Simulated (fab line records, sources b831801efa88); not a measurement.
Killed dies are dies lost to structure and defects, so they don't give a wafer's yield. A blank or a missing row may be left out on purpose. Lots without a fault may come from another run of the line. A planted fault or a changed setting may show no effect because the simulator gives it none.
Problem report in the 8D (eight disciplines) form, filled by code | flow sky130 | the parts of the form that need people (team, actions taken, sign-off) are left out

1. THE PROBLEM
spike_tc_lower_C at SKY_GATE_OXIDE_OXIDATION_16 reads a mean of 745.9 C on 9 wafers of 3 lots; wafers without a fault read 801.3 C with a standard deviation of 1.1. That is -50 standard deviations from the usual mean.
The step: stabilise 600 s, purge 300 s, target thk 3.57 nm.
First seen on wafer L245.1, day 15 15:58, on furnace-02. The record holds 39 wafers of 13 lots with a number at this step. Rule for "out", or "out of limits": more than 4 standard deviations from the usual mean. The other wafers with a number count as sound.

2. WHAT IT IS AND WHAT IT IS NOT
question                    | is                                                                                                      | is not
which readings at this step | spike_tc_lower_C, spike_tc_centre_C, zone_power_bottom_pct, zone_power_centre_pct, zone_power_lower_pct | -
which lots                  | L245, L246, L247                                                                                        | L240, L244, L251, L254, L255, L258, L259, L260, L261, L262
which wafers of those lots  | all that have a number                                                                                  | -
read on which tools         | furnace-02                                                                                              | furnace-01
when                        | from day 15 15:58                                                                                       | up to then (6 sound wafers); but 24 sound wafers of L251, L254, L255, L258, L259, L260, L261, L262 came after

3. SUSPECTS, AND WHAT RULES EACH OUT
Counting: a tool at a process step up to the reading stays a suspect if it ran every lot that is out and no sound lot after the first of them.
- furnace-02 at SKY_GATE_OXIDE_OXIDATION_16 (stabilise 600 s, purge 300 s, target thk 3.57 nm): ruled out as a lasting fault. Sound lots L254, L255, L259, L261, L262 ran on it after its first lot that is out, L245 (day 15 15:58).
Left after counting: nothing in the record.

4. THE CAUSE (what the simulator had put in)
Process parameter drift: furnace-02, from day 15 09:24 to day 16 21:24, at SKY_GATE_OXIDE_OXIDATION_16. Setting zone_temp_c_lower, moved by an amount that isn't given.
Counting ruled it out, wrongly.

5. THE CHAIN OF EFFECTS, in route order
Each row: a reading whose mean over the struck wafers that have a number lies more than 3 standard deviations from the usual. Only readings for which the record gives a usual standard deviation are gone through. hours: the time from each lot's start at the first step in this table that gives one to its start at this step, as a median over the lots. sigmas: the change in usual standard deviations.
hours | step                        | reading               | usual   | on struck wafers | change | sigmas
0     | SKY_GATE_OXIDE_OXIDATION_16 | spike_tc_bottom_C     | 820.3 C | 827.7            | +7.4   | +3.9
0     | SKY_GATE_OXIDE_OXIDATION_16 | spike_tc_centre_C     | 800.7 C | 807.5            | +6.8   | +6.2
0     | SKY_GATE_OXIDE_OXIDATION_16 | spike_tc_lower_C      | 801.3 C | 745.9            | -55.4  | -50
0     | SKY_GATE_OXIDE_OXIDATION_16 | zone_power_bottom_pct | 23.2 %  | 29.5             | +6.3   | +9.6
0     | SKY_GATE_OXIDE_OXIDATION_16 | zone_power_centre_pct | 13.7 %  | 20.2             | +6.5   | +7.2
0     | SKY_GATE_OXIDE_OXIDATION_16 | zone_power_lower_pct  | 13.6 %  | 0.0              | -13.6  | -15
The process steps in it:
- SKY_GATE_OXIDE_OXIDATION_16: stabilise 600 s, purge 300 s, target thk 3.57 nm.
Later measuring or inspecting steps at which every struck wafer that the step has a row for has a number for every such reading, and none has moved that far: SKY_LDD_N_TW_MEAS_17, SKY_LDD_P_OVL_MEAS_08.

6. WHAT WOULD HAVE CAUGHT IT SOONER
In this record the first reading out of limits was taken at day 15 15:58, 7 hours after the fault began at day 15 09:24.
